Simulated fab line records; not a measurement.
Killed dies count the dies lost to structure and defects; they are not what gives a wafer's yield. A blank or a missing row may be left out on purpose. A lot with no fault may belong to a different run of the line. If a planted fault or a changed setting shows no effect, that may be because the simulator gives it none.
Problem report, 8D (eight disciplines) form, completed by code :: flow sky130 :: the parts of the form that need people (team, actions taken, sign-off) are left out

1. THE PROBLEM
LDD_HVP_TW at SKY_LDD_HVP_TW_MEAS_10 reads a mean of 476 on 2 wafers of 2 lots; wafers without a fault read 456 with a standard deviation of 3.8. Relative to the usual mean, that is a shift of +5.1 standard deviations.
Earliest sighting: wafer L311.4 on film metro-04 at day 26 06:50. The record holds 37 wafers of 13 lots with a number at this step. By rule, "out" or "out of limits" means more than 4 standard deviations away from the usual mean. All remaining wafers that have a number are taken as sound.

2. WHAT IT IS, AND WHAT IT ISN'T
question: which readings at this step
is: LDD_HVP_TW
is not: -

question: which lots
is: L311, L313
is not: L300, L301, L302, L303, L304, L305, L306, L308, L320, L321, L322

question: which wafers of those lots
is: L311.4, L313.4
is not: L311.5, L313.2

question: read on which gauges
is: film metro-04
is not: film metro-02, film metro-03

question: when
is: from day 26 06:50
is not: up to then (25 sound wafers); but 10 sound wafers of L313, L320, L321, L322 came after

3. SUSPECTS, AND WHAT RULES EACH OUT
Counting: a tool at a process step up to the reading stays a suspect if it ran every lot that is out. Sound lots after the first of them don't rule it out here, since some wafers of a struck lot are sound.
- ruled out: the gauge at SKY_LDD_HVP_TW_MEAS_10. All the wafers that are out were read on film metro-04, but those of them that SKY_LDD_HVP_IMPLANT_08 has rows for are out there too, on other tools.
- implanter-03 at SKY_LDD_HVP_IMPLANT_08: kept. It processed each lot that is out (first: L311, day 26 06:38); up to then, its last sound lot is L304 (day 23 09:49). Its own readings are out on those wafers: beam on s, faraday current uA.
Left after counting: implanter-03 at SKY_LDD_HVP_IMPLANT_08.

4. THE CAUSE (what the simulator had put in)
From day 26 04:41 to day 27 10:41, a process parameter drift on implanter-03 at SKY_LDD_HVP_IMPLANT_08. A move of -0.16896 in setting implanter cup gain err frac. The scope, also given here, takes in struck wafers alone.
Only this tool survived the counting.

5. THE CHAIN OF EFFECTS, in route order
One row per reading whose mean, taken over the struck wafers that have a number, lies over 3 standard deviations from the usual. Scope: only readings with a usual standard deviation given in the record; hours: median across lots of the time from each lot's start at the first step in this table that gives one to its start at this step; sigmas: change in usual standard deviations.
hours: 0
step: SKY_LDD_HVP_IMPLANT_08
reading: beam on s
usual: 10.00 s
on struck wafers: 12.14
change: +2.14
sigmas: +10

hours: 0
step: SKY_LDD_HVP_IMPLANT_08
reading: faraday current uA
usual: 95.9
on struck wafers: 79.1
change: -16.8
sigmas: -8.4

hours: 0
step: SKY_LDD_HVP_TW_MEAS_10
reading: LDD_HVP_TW
usual: 456
on struck wafers: 476
change: +20
sigmas: +5.1
Its process steps:
- SKY_LDD_HVP_IMPLANT_08

6. WHAT WOULD HAVE CAUGHT IT SOONER
2 hours passed between the start of the fault at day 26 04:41 and the first reading out of limits at a measuring or inspecting step in this record, taken at day 26 06:50.
The tool's own readings at SKY_LDD_HVP_IMPLANT_08 were out on every struck wafer that the step has a row for (beam on s, faraday current uA): an alarm limit on them would have fired on the first of those.
Lots out: 2; of these, L313 started SKY_LDD_HVP_IMPLANT_08 on implanter-03 after day 26 06:50. A tool hold placed at that time would have kept it from harm.
